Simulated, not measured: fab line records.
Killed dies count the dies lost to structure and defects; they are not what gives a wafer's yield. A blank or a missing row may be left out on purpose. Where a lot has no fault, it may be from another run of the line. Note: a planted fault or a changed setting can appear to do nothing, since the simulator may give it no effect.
Matching of chambers / flow gf180mcu / GF_V5_CMP_04 on cmp-01 has 4 sister chambers
The step polishes SiO2. 4 wafers are shown with their chamber, then 8 later ones without.

WAFERS, EACH WITH ITS CHAMBER
wafer=L795.5; chamber=3; motor-current-A (A)=13.8
wafer=L796.2; chamber=0; motor-current-A (A)=11.3
wafer=L796.4; chamber=1; motor-current-A (A)=14.1
wafer=L799.3; chamber=2; motor-current-A (A)=10.7

WAFERS WHOSE CHAMBER IS MISSING
wafer=L799.4; motor-current-A (A)=12.8
wafer=L799.5; motor-current-A (A)=10.3
wafer=L800.3; motor-current-A (A)=10.4
wafer=L800.5; motor-current-A (A)=12.9
wafer=L800.6; motor-current-A (A)=11.4
wafer=L801.2; motor-current-A (A)=13.3
wafer=L801.4; motor-current-A (A)=10.7
wafer=L801.5; motor-current-A (A)=10.2

CHAMBER TAKEN BY EACH
wafer=L799.4; from the rows above=can't be placed: 3 or 1 or 0 or 2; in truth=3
wafer=L799.5; from the rows above=can't be placed: 2 or 0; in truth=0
wafer=L800.3; from the rows above=can't be placed: 2 or 0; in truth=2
wafer=L800.5; from the rows above=can't be placed: 3 or 1 or 0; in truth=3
wafer=L800.6; from the rows above=can't be placed: 0 or 2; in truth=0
wafer=L801.2; from the rows above=can't be placed: 3 or 1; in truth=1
wafer=L801.4; from the rows above=can't be placed: 2 or 0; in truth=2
wafer=L801.5; from the rows above=can't be placed: 2 or 0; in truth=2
Correct placement for 0 of the 8. These rows do not allow placing 8 (true chamber among the candidates in 8). Number placed wrongly: 0.
How it was worked out, from the rows above alone: a wafer's distance from a chamber is the root of the sum, over the readings, of the square of ((its reading less the chamber's mean) divided by the reading's scatter). The wafer belongs to the nearest chamber; if the next one is less than 2 further off, it can't be placed. Each chamber's mean is taken over the wafers shown for it. The scatter: root of mean squared gap, hidden wafer to nearest shown wafer, with one shown wafer a chamber.
